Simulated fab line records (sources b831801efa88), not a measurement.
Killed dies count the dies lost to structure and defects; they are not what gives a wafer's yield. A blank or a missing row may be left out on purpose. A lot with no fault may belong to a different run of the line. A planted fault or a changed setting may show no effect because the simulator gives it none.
What tool caused it? ; flow sky130 ; 6 lots, 18 wafers sampled, at 2 steps of a route of 708

== WHAT THE GAUGES SHOWED, per wafer ==
SKY_GATE_OXIDE_OVL_MEAS_10.
lot;measured;on;GATE_OXIDE_OVL (nm)
L313;day 14 16:33;overlay-01;-2.3 -0.7 0.0
L326;day 18 23:17;overlay-01;0.6 1.7 1.8
L328;day 19 14:30;overlay-01;0.2 -0.6 0.2
L330;day 20 05:59;overlay-02;0.6 1.3 -0.1
L332;day 22 00:40;overlay-02;-1.5 0.5 0.0
L334;day 22 04:48;overlay-02;1.3 1.9 2.1

== EACH LOT AND THE TOOL THAT RAN IT (in order: tool; ch and the chambers of the sampled wafers; start) ==
lot;SKY_SONOS_ONO_ETCH_15
L313;rie_diel-02 ch 0,3, day 13 15:02
L326;rie_diel-02 ch 1,2, day 17 14:47
L328;rie_diel-01 ch 2,3, day 18 06:05
L330;rie_diel-02 ch 1,3, day 18 21:11
L332;rie_diel-02 ch 0,3, day 20 16:44
L334;rie_diel-04 ch 0,3, day 20 20:38
- SKY_SONOS_ONO_ETCH_15: etches the open film in CHF3/O2, target depth 19.52 nm, time 7.8 s.

== THE ANSWER, worked out from the rows above alone ==
Rule: what is usual is taken from the lots themselves. The widest of any qualifying gaps counts: lots, ordered by their means at a reading, are off when they make up no more than a third of the lots, leave a main group of 4 or more, and stand apart from it by 3 or more times the standard deviation of that group's means. Not used: any main group whose means are identical at the precision the tables above print for the reading. A lot without any number at a reading at which 4 lots or more have one is off too. The other lots that the step has rows for count as sound.
No lot is off at any reading shown: from this, nothing can be told.

== WHAT WAS PUT IN BY THE SIMULATOR ==
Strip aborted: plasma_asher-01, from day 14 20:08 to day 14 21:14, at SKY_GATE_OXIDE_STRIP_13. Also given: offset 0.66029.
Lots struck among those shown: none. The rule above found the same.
